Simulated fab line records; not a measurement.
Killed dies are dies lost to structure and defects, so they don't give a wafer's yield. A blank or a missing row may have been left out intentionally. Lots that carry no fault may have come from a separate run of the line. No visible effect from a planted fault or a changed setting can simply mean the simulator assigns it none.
Struck lot and sound lot, side by side | flow sfq-line | 42 steps out of a route of 325
Sound: the wafers L297.1, L297.2, L297.3. Struck: wafers L308.2, L308.4 (left out: L308.1, a lot-mate that was not struck); the cause follows at the end.
Order at every step that has rows: each side's tool, ch and its chambers, its first start. Under that, the readings that differ: sound wafers | struck wafers | difference of the means | sigmas: that difference in standard deviations of wafers without a fault.
alike: readings whose means differ by less than 2 such deviations, and words and numbers that are the same on both sides. not compared: withheld readings, readings that some wafer has no value for, bounds like >300 that may hide the same value, and numbers for which the record gives no deviation and whose values overlap.
A row with sigmas, a row that says differs or no value, or rows on one side alone: a step with any of these is where the two part. Numbers that have no deviation but don't overlap get no sigmas and don't part them. Lack of a reading on every wafer of one side parts them only where that side has two or more wafers.

first, 6 steps without rows for these wafers: SFQ_TRILAYER_M3_LITHO_COAT_080 (resist thk 62 nm); SFQ_TRILAYER_M3_LITHO_COAT_075 (resist thk 600 nm); SFQ_TRILAYER_M3_LITHO_SOFTBAKE_079; SFQ_TRILAYER_M3_LITHO_EXPOSE_076 (exposes mask M3, target cd 500 nm); SFQ_TRILAYER_M3_LITHO_PEB_078 (peb time 60 s); SFQ_TRILAYER_M3_LITHO_DEVELOP_077 (time 60 s).
SFQ_M3_OVL_MEAS_921:
  sound on overlay-01, day 46 12:25; struck on overlay-01, day 51 03:18
  alike: M3_OVL
then, 5 steps without rows for these wafers: SFQ_TRILAYER_M3_BARC_OPEN_METAL_ETCH_100 (etches BARC in O2, target depth 125 nm, time 41.7 s); SFQ_TRILAYER_M3_ETCH_METAL_ETCH_078 (etches Nb in Cl2/Ar, stops on SiO2, target depth 240 nm, time 120 s); SFQ_TRILAYER_M3_STRIP_STRIP_079 (strips in O2); SFQ_TRILAYER_M3_STRIP_SOLV_CLEAN_080 (cleans in NMP, time 600 s); SFQ_TRILAYER_I3_DEP_PECVD_081 (deposits SiO2 from SiH4/N2O, time 111.11 s, target thk 500 nm).
SFQ_TRILAYER_I3_CMP_CMP_082: polishes SiO2.
  sound on cmp-02 ch 1,2,3, day 46 13:32; struck on cmp-01 ch 0,3, day 51 07:53
  reading                                             | sound             | struck      | difference | sigmas
  time-to-endpoint-s (s)                              | 215 207 217       | 274 284     | +66        | +10
  model.SiO2_of_TRILAYER_I3_DEP_PECVD_081.thk-nm (nm) | 201.3 199.8 200.4 | 301.8 305.3 | +103.1     |
  alike: motor-current-A
SFQ_I3_BOW_MEAS_922:
  sound on film-metro-04, day 46 16:32; struck on film-metro-03, day 51 10:23
  alike: I3_BOW
SFQ_TRILAYER_I3_METRO_MEASURE_083:
  sound on film-metro-04, day 46 16:40; struck on film-metro-03, day 51 10:30
  reading     | sound             | struck      | difference | sigmas
  thk-nm (nm) | 201.4 199.7 200.4 | 301.6 305.3 | +103.0     | +94
then, 6 steps without rows for these wafers: SFQ_TRILAYER_I3_VIA_LITHO_COAT_090 (resist thk 62 nm); SFQ_TRILAYER_I3_VIA_LITHO_COAT_085 (resist thk 650 nm); SFQ_TRILAYER_I3_VIA_LITHO_SOFTBAKE_089; SFQ_TRILAYER_I3_VIA_LITHO_EXPOSE_086 (exposes mask I3, target cd 500 nm); SFQ_TRILAYER_I3_VIA_LITHO_PEB_088 (peb time 60 s); SFQ_TRILAYER_I3_VIA_LITHO_DEVELOP_087 (time 60 s).
SFQ_I3_OVL_MEAS_923:
  sound on overlay-02, day 46 20:07; struck on overlay-02, day 51 16:08
  alike: I3_OVL
then, 1 step without rows for these wafers: SFQ_TRILAYER_I3_VIA_BARC_OPEN_VIA_ETCH_121 (etches BARC in O2, target depth 125 nm, time 41.7 s).
SFQ_TRILAYER_I3_VIA_ETCH_VIA_ETCH_088: etches SiO2 in CHF3, stops on Nb, target depth 260 nm.
  sound on rie-diel-02 ch 0,2,3, day 46 20:11; struck on rie-diel-01 ch 0,1, day 51 16:13
  reading                        | sound             | struck      | difference | sigmas
  oes-product-au (a.u.)          | 0.852 0.847 0.852 | 0.998 1.001 | +0.149     | +30
  model.etch.depth-nm (nm)       | 201.3 199.8 200.4 | 259.8 257.5 | +58.1      |
  model.I3.feature-depth-nm (nm) | 201.3 199.8 200.4 | 259.8 257.5 | +58.1      |
  alike: drypump-motor-current-A
SFQ_TRILAYER_I3_VIA_STRIP_STRIP_089: strips in O2.
  sound on rie-metal-02 ch 0,1, day 46 20:18; struck on rie-metal-01 ch 0,1, day 51 16:19
  alike: drypump-motor-current-A, oes-product-au
  not compared: rf-hours-counter-h
then, 1 step without rows for these wafers: SFQ_TRILAYER_I3_VIA_STRIP_SOLV_CLEAN_090 (cleans in NMP, time 600 s).
SFQ_TRILAYER_M4_DEP_PRE_CLEAN_092: time 22.5 s.
  sound on pvd-sputter-06, day 46 21:05; struck on pvd-sputter-04, day 51 17:07
  reading                                             | sound             | struck      | difference | sigmas
  model.SiO2_of_TRILAYER_I3_DEP_PECVD_081.thk-nm (nm) | 193.8 192.3 192.9 | 294.3 297.8 | +103.1     |
SFQ_TRILAYER_M4_DEP_SPUTTER_091: material Nb, target thk 200 nm, time 133.3 s.
  sound on pvd-sputter-06, day 46 21:07; struck on pvd-sputter-04, day 51 17:08
  alike: chamber-pressure-pa, resputter-cathode-voltage-v, throttle-valve-pct
SFQ_M4_RS_MEAS_924: uses a four-point probe to measure.
  sound on film-metro-04, day 46 21:12; struck on film-metro-01, day 51 17:14
  alike: M4_NB_RS
then, 6 steps without rows for these wafers: SFQ_TRILAYER_M4_LITHO_COAT_098 (resist thk 62 nm); SFQ_TRILAYER_M4_LITHO_COAT_093 (resist thk 600 nm); SFQ_TRILAYER_M4_LITHO_SOFTBAKE_097; SFQ_TRILAYER_M4_LITHO_EXPOSE_094 (exposes mask M4, target cd 500 nm); SFQ_TRILAYER_M4_LITHO_PEB_096 (peb time 60 s); SFQ_TRILAYER_M4_LITHO_DEVELOP_095 (time 60 s).
-- the record jumps here: 6 days lie between the struck wafers' starts before and after --
SFQ_M4_OVL_MEAS_926:
  sound on overlay-01, day 47 00:52; struck on overlay-01, day 57 10:30
  alike: M4_OVL
then, 1 step without rows for these wafers: SFQ_TRILAYER_M4_BARC_OPEN_METAL_ETCH_123 (etches BARC in O2, target depth 125 nm, time 41.7 s).
SFQ_TRILAYER_M4_ETCH_METAL_ETCH_096: etches Nb in Cl2/Ar, stops on SiO2, target depth 240 nm, time 120 s.
  sound on rie-metal-04 ch 0,1, day 47 00:58; struck on rie-metal-04 ch 1, day 57 10:35
  alike: drypump-motor-current-A, oes-product-au
  not compared: rf-hours-counter-h
SFQ_TRILAYER_M4_STRIP_STRIP_097: strips in O2.
  sound on rie-metal-04 ch 0,1, day 47 01:05; struck on rie-metal-04 ch 1, day 57 10:43
  alike: drypump-motor-current-A, oes-product-au
  not compared: rf-hours-counter-h
then, 1 step without rows for these wafers: SFQ_TRILAYER_M4_STRIP_SOLV_CLEAN_098 (cleans in NMP, time 600 s).
SFQ_TRILAYER_I4_DEP_PECVD_099: deposits SiO2 from SiH4/N2O, time 111.11 s, target thk 500 nm.
  sound on pecvd-01 ch 0,1,2, day 47 01:52; struck on pecvd-04 ch 0,1, day 57 11:29
  reading                | sound          | struck    | difference | sigmas
  throttle-valve-pct (%) | 25.5 26.2 24.8 | 22.2 23.6 | -2.6       | -2
  alike: heater-power-w
-- the record jumps here: 33 days lie between the struck wafers' starts before and after --
SFQ_M8_BOW_MEAS_951:
  sound on film-metro-02, day 82 09:19; struck on film-metro-04, day 90 02:12
  reading                 | sound             | struck      | difference | sigmas
  model.etest.i3.link-ohm | 1.964 1.967 1.966 | 1e+06 1e+06 | +1e+06     |
  alike: M8_BOW

WHERE THEY PART
At SFQ_TRILAYER_I3_CMP_CMP_082 first; at SFQ_TRILAYER_I4_DEP_PECVD_099 last (within this record only). Later steps at which nothing parts them and some readings are alike: SFQ_M8_BOW_MEAS_951.

WHY: what had been put in by the simulator
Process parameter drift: cmp-01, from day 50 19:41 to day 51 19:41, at SFQ_TRILAYER_I3_CMP_CMP_082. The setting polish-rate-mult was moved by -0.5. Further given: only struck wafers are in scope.
